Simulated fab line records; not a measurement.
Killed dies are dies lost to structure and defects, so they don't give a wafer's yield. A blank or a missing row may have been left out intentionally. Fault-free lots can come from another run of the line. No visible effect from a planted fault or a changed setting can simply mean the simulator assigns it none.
A lot that was struck, set against a sound lot / flow sky130 / 30 steps out of a route of 708
Sound: wafers L437.1, L437.4, L437.5. The struck wafers were L430.1, L430.2, L430.4. Last of all comes the cause.
Order at every step that has rows: each side's tool, ch and its chambers, its first start. Under that, the readings that differ: sound wafers / struck wafers / difference of the means / sigmas: that difference in standard deviations of wafers without a fault.
alike: same words and numbers on both sides, and readings whose means sit less than 2 such deviations apart. not compared: any withheld reading, any reading some wafer has no value for, any bound like >300 that may hide the same value, and any number with overlapping values for which the record gives no deviation.
Wherever a step has rows on one side only, a row that says differs or no value, or a row with sigmas, the two part there. Non-overlapping numbers with no deviation appear without sigmas and do not part them. A reading that every wafer of one side lacks parts them only if that side has two wafers or more.

first, 5 steps without rows for these wafers: SKY_SONOS_ONO_COAT_08 (resist thk 1140 nm); SKY_SONOS_ONO_SOFTBAKE_09 (time 60 s); SKY_SONOS_ONO_EXPOSE_10 (exposes mask ONOM, target cd 410 nm); SKY_SONOS_ONO_PEB_11; SKY_SONOS_ONO_DEVELOP_12 (develop time 60 s).
SKY_SONOS_ONO_CD_MEAS_13: target cd 410 nm.
  sound: cd sem-01 at day 17 19:46; struck: cd sem-01 at day 15 10:07
  alike: cd nm
SKY_SONOS_ONO_OVL_MEAS_14:
  sound: overlay-02 at day 17 19:53; struck: overlay-02 at day 15 10:14
  alike: SONOS_ONO_OVL
SKY_SONOS_ONO_ETCH_15: etches the open film in CHF3/O2, target depth 19.52 nm, time 7.8 s.
  sound on rie diel-04 ch 0,1,3, day 17 19:55; struck on rie diel-04 ch 0,1,3, day 15 10:16
  alike: drypump motor current A, oes product au, throttle valve pct
  not compared: rf hours counter h
then, 1 step without rows for these wafers: SKY_SONOS_ONO_WET_ETCH_16 (etches SiO2 in dHF, target depth 14 nm, time 280 s).
SKY_SONOS_ONO_STRIP_17: strips in O2/N2.
  sound on plasma asher-04 ch 0, day 17 20:01; struck on plasma asher-01 ch 0,1, day 15 10:22
reading=strip time to endpoint s (s); sound=14.08 14.08 14.07; struck=14.16 14.19 14.17; difference=+0.10; sigmas=+2
  alike: drypump motor current A, o2 flow sccm, oes product au
  not compared: rf hours counter h
then, 2 steps without rows for these wafers: SKY_SONOS_ONO_WET_ETCH_18 (etches Si3N4 in H3PO4, target depth 15 nm, time 172 s); SKY_GATE_OXIDE_CLEAN_00 (cleans in SC1/SC2, time 150 s).
SKY_GATE_OXIDE_OXIDATION_01: stabilise 600 s, purge 300 s, target thk 10.268 nm.
  sound on furnace-01 ch 0, day 17 20:53; struck on furnace-02 ch 0, day 15 10:35
reading=spike tc bottom C (C); sound=917.7 918.2 917.6; struck=904.8 904.3 903.2; difference=-13.7; sigmas=-11
reading=spike tc centre C (C); sound=901.8 901.5 901.9; struck=889.0 885.4 885.4; difference=-15.1; sigmas=-12
reading=spike tc lower C (C); sound=901.2 900.0 901.7; struck=887.1 887.2 885.0; difference=-14.5; sigmas=-13
reading=spike tc top C (C); sound=918.4 915.0 914.1; struck=897.2 897.2 898.7; difference=-18.1; sigmas=-7
reading=spike tc upper C (C); sound=900.3 899.8 899.2; struck=887.6 888.0 887.1; difference=-12.2; sigmas=-12
reading=zone power lower pct (%); sound=17.27 17.18 17.11; struck=16.60 16.68 16.63; difference=-0.55; sigmas=-3
reading=zone power upper pct (%); sound=21.2 21.3 21.9; struck=16.9 16.6 16.9; difference=-4.7; sigmas=-2
reading=model.SiO2_of_GATE_OXIDE_OXIDATION_01.thk nm (nm); sound=10.81 10.63 10.87; struck=9.011 8.962 8.989; difference=-1.783; sigmas=
SKY_GATE_OXIDE_THK_MEAS_02:
  sound: film metro-04 at day 17 22:18; struck: film metro-01 at day 15 11:59
reading=GATE_OXIDE_OXIDATION_00_THK (nm); sound=10.80 10.68 10.85; struck=8.96 8.91 9.00; difference=-1.82; sigmas=-9
then, 7 steps without rows for these wafers: SKY_GATE_OXIDE_DEHYDRATE_03 (time 60 s); SKY_GATE_OXIDE_HMDS_04 (prime time 60 s); SKY_GATE_OXIDE_COAT_05 (resist thk 1140 nm); SKY_GATE_OXIDE_SOFTBAKE_06 (time 60 s); SKY_GATE_OXIDE_EXPOSE_07 (exposes mask LVOM, target cd 600 nm); SKY_GATE_OXIDE_PEB_08; SKY_GATE_OXIDE_DEVELOP_09 (develop time 60 s).
SKY_GATE_OXIDE_OVL_MEAS_10:
  sound: overlay-02 at day 19 05:10; struck: overlay-01 at day 16 15:13
  alike: GATE_OXIDE_OVL
then, 2 steps without rows for these wafers: SKY_GATE_OXIDE_IMPLANT_11; SKY_GATE_OXIDE_WET_ETCH_12 (etches SiO2 in dHF, target depth 16.8 nm, time 336 s).
SKY_GATE_OXIDE_STRIP_13: strips in O2/N2.
  sound on plasma asher-03 ch 1, day 19 05:27; struck on plasma asher-04 ch 0,1, day 16 15:30
  alike: drypump motor current A, o2 flow sccm, oes product au, strip time to endpoint s
  not compared: rf hours counter h
SKY_GATE_OXIDE_TW_MEAS_14:
  sound: film metro-03 at day 19 05:33; struck: film metro-04 at day 16 15:36
  alike: GATE_OXIDE_TW
then, 1 step without rows for these wafers: SKY_GATE_OXIDE_CLEAN_15 (cleans in SC1/SC2, time 150 s).
SKY_GATE_OXIDE_OXIDATION_16: stabilise 600 s, purge 300 s, target thk 3.57 nm.
  sound on furnace-01 ch 0, day 19 06:29; struck on furnace-02 ch 0, day 16 17:59
reading=spike tc centre C (C); sound=802.5 804.7 800.3; struck=800.3 799.5 798.5; difference=-3.1; sigmas=-2
reading=spike tc top C (C); sound=816.6 818.1 820.7; struck=812.4 813.9 813.1; difference=-5.3; sigmas=-2
reading=zone power upper pct (%); sound=16.5 16.5 16.9; struck=13.6 13.4 13.2; difference=-3.2; sigmas=-2
reading=model.SiO2_of_GATE_OXIDE_OXIDATION_01.thk nm (nm); sound=12.17 11.99 12.24; struck=10.46 10.44 10.46; difference=-1.68; sigmas=
  alike: spike tc bottom C, spike tc lower C, spike tc upper C, zone power lower pct
then, 1 step without rows for these wafers: SKY_POLY_GATE_CVD_00 (deposits poly-Si, target thk 180 nm, time 720 s).
-- here the record skips 31 days between the struck wafers' starts before and after, leaving off in module POLY_GATE and picking up in module PAD_OPEN (first step shown: number 708 of the route) --
SKY_PAD_OPEN_PROBE_99:
  sound: prober-01 at day 50 00:10; struck: prober-01 at day 47 22:44
reading=killed at contacts; sound=21 15 19; struck=33 34 31; difference=+14; sigmas=+3
reading=model.etest.nfet_16v.r on ohm um; sound=1.458e+04 1.443e+04 1.475e+04; struck=1.316e+04 1.315e+04 1.313e+04; difference=-1.440e+03; sigmas=
reading=model.etest.pfet g5v0d10v5.r on ohm um; sound=4766 4695 4763; struck=4432 4501 4409; difference=-294; sigmas=
reading=model.etest.tip sonos.rs ohm sq; sound=2734 2680 2763; struck=2416 2395 2401; difference=-322; sigmas=
reading=model.etest.nfet g5v0d10v5.r on ohm um; sound=1925 1919 1933; struck=1745 1734 1719; difference=-193; sigmas=
reading=model.etest.nfet g5v0d10v5.drive ua um; sound=584.8 591.9 581.2; struck=684 684.6 676.9; difference=+96; sigmas=
reading=model.etest.nfet_05v0_nvt.drive ua um; sound=557.5 561.4 557.1; struck=643.7 642.6 648.1; difference=+86.1; sigmas=
reading=model.etest.pfet g5v0d10v5.drive ua um; sound=338 343.2 340; struck=377.2 369.8 376; difference=+33.9; sigmas=
reading=model.etest.nfet_16v.drive ua um; sound=211.8 213.5 210.5; struck=254.1 252.9 253.7; difference=+41.6; sigmas=
  alike: killed_at_M0_to_M3, killed_at_M4_up, killed at front end, killed at other, killed dies, killed open, killed short

WHERE THEY PART
Earliest at SKY_SONOS_ONO_STRIP_17; latest, in this record, at SKY_PAD_OPEN_PROBE_99.

WHY: what the simulator had put in
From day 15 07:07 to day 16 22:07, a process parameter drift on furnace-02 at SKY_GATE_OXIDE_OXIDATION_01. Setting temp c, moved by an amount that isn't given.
